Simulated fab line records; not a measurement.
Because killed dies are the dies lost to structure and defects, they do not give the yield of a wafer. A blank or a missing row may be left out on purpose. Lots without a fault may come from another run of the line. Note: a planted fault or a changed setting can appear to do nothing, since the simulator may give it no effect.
A lot that was struck, set against a sound lot | flow sky130 | 15 steps out of a route of 708
Sound: the wafers L915.1, L915.3, L915.4. Struck: wafer L921.1; the same lot's L921.3 was not struck, so it is left out; see the end for the cause.
Each step with rows lists, per side, the tool, then ch with its chambers, then its first start. Under that, the readings that differ: sound wafers | struck wafers | difference of the means | sigmas: that difference in standard deviations of wafers without a fault.
alike: a reading whose means differ by less than 2 such deviations, as well as words and numbers matching on both sides. not compared: withheld readings; readings where some wafer has no value; bounds like >300 that might hide an equal value; numbers whose values overlap and for which the record gives no deviation.
A row with sigmas, a row that says differs or no value, or rows on one side alone: a step with any of these is where the two part. Non-overlapping numbers with no deviation appear without sigmas and do not part them. A reading missing from all wafers of one side parts the sides only when that side holds two or more wafers.

first, 8 steps without rows for these wafers: SKY_FIELD_ISO_DEHYDRATE_05 (time 60 s); SKY_FIELD_ISO_HMDS_06 (prime time 60 s); SKY_FIELD_ISO_COAT_07 (resist thk 60 nm); SKY_FIELD_ISO_COAT_08 (resist thk 450 nm); SKY_FIELD_ISO_SOFTBAKE_09 (time 90 s); SKY_FIELD_ISO_EXPOSE_10 (exposes mask FOM, target cd 150 nm); SKY_FIELD_ISO_PEB_11; SKY_FIELD_ISO_DEVELOP_12 (develop time 60 s).
SKY_FIELD_ISO_CD_MEAS_13: the cd target is 150 nm.
  sound on cd sem-01, day 2 16:06; struck on cd sem-02, day 3 16:30
  reading    | sound             | struck | difference | sigmas
  cd nm (nm) | 150.8 150.7 151.7 | 145.6  | -5.5       | -3
SKY_FIELD_ISO_ETCH_14: etches BARC in N2/H2, stops on SiO2, time 45.9 s, target depth 60 nm.
  sound on rie diel-03 ch 1,2,3, day 2 16:13; struck on rie diel-03 ch 0, day 3 16:37
  alike: drypump motor current A, oes product au, run length s, throttle valve pct
  not compared: rf hours counter h
SKY_FIELD_ISO_ETCH_15: etches the open film in CHF3/O2, stops on Si, target depth 180 nm, time 72 s.
  sound on rie diel-03 ch 1,2,3, day 2 16:16; struck on rie diel-03 ch 0, day 3 16:40
  alike: chf3 flow sccm, drypump motor current A, oes product au, run length s, throttle valve pct
  not compared: rf hours counter h
SKY_FIELD_ISO_STRIP_16: strips in O2/N2.
  sound on plasma asher-04 ch 0,1, day 2 16:19; struck on plasma asher-04 ch 0, day 3 16:43
  alike: drypump motor current A, oes product au, strip time to endpoint s
  not compared: rf hours counter h
SKY_FIELD_ISO_ETCH_17: etches Si in HBr/Cl2/O2, target depth 342 nm, time 97.7 s.
  sound on rie si-02 ch 0,1,2, day 2 16:25; struck on rie si-01 ch 2, day 3 16:49
  reading                               | sound             | struck | difference | sigmas
  oes product au (a.u.)                 | 0.991 0.992 0.988 | 1.009  | +0.019     | +3
  rf hours counter h (h)                | 4 56 23           | 3      | -25        |
  run length s (s)                      | 125.9 125.7 126.1 | 137.0  | +11.1      | +32
  model.FIELD_ISO.feature depth nm (nm) | 336.1 335.8 335.2 | 380.8  | +45.1      |
  model.etch.depth nm (nm)              | 336.1 335.8 335.2 | 380.8  | +45.1      |
  alike: drypump motor current A, throttle valve pct
then, 1 step without rows for these wafers: SKY_FIELD_ISO_WET_ETCH_18 (etches Si3N4 in H3PO4, target depth 25 nm, time 286 s).
-- record jumps: 44 days separate the struck wafers' starts on either side; left off in module FIELD_ISO, taken up again in module PAD_OPEN, whose first shown step is the route's number 708 --
SKY_PAD_OPEN_PROBE_99:
  sound on prober-02, day 46 16:50; struck on prober-02, day 47 23:53
  reading                                 | sound                         | struck    | difference | sigmas
  killed_at_M0_to_M3                      | 42 36 48                      | 58        | +16        | +2
  killed at contacts                      | 26 24 22                      | 43        | +19        | +4
  killed dies                             | 75 74 90                      | 114       | +34        | +4
  killed short                            | 33 37 33                      | 62        | +28        | +4
  model.etest.res_p_drift_20v.line ohm um | 1.164e+04 1.15e+04 1.104e+04  | 1.636e+04 | +4.967e+03 |
  model.etest.res_p_drift_20v.rs ohm sq   | 9600 9468 9411                | 1.367e+04 | +4.177e+03 |
  model.etest.pfet_16v.r on ohm um        | 1.499e+04 1.509e+04 1.494e+04 | 1.7e+04   | +2.0e+03   |
  model.etest.res iso pwell.rs ohm sq     | 2980 2924 2905                | 4111      | +1175      |
  model.etest.res iso pwell.line ohm um   | 1124 1117 1090                | 1572      | +462       |
  model.etest.nfet_16v.r on ohm um        | 1.398e+04 1.392e+04 1.394e+04 | 1.452e+04 | +5.733e+02 |
  model.etest.res nwell.line ohm um       | 1174 1172 1155                | 1226      | +59        |
  model.etest.res nwell.rs ohm sq         | 981 966 972.6                 | 1052      | +79        |
  alike: killed_at_M4_up, killed at front end, killed at other, killed open

WHERE THEY PART
Earliest at SKY_FIELD_ISO_CD_MEAS_13; latest, in this record, at SKY_PAD_OPEN_PROBE_99.

WHY: whatever the simulator had introduced
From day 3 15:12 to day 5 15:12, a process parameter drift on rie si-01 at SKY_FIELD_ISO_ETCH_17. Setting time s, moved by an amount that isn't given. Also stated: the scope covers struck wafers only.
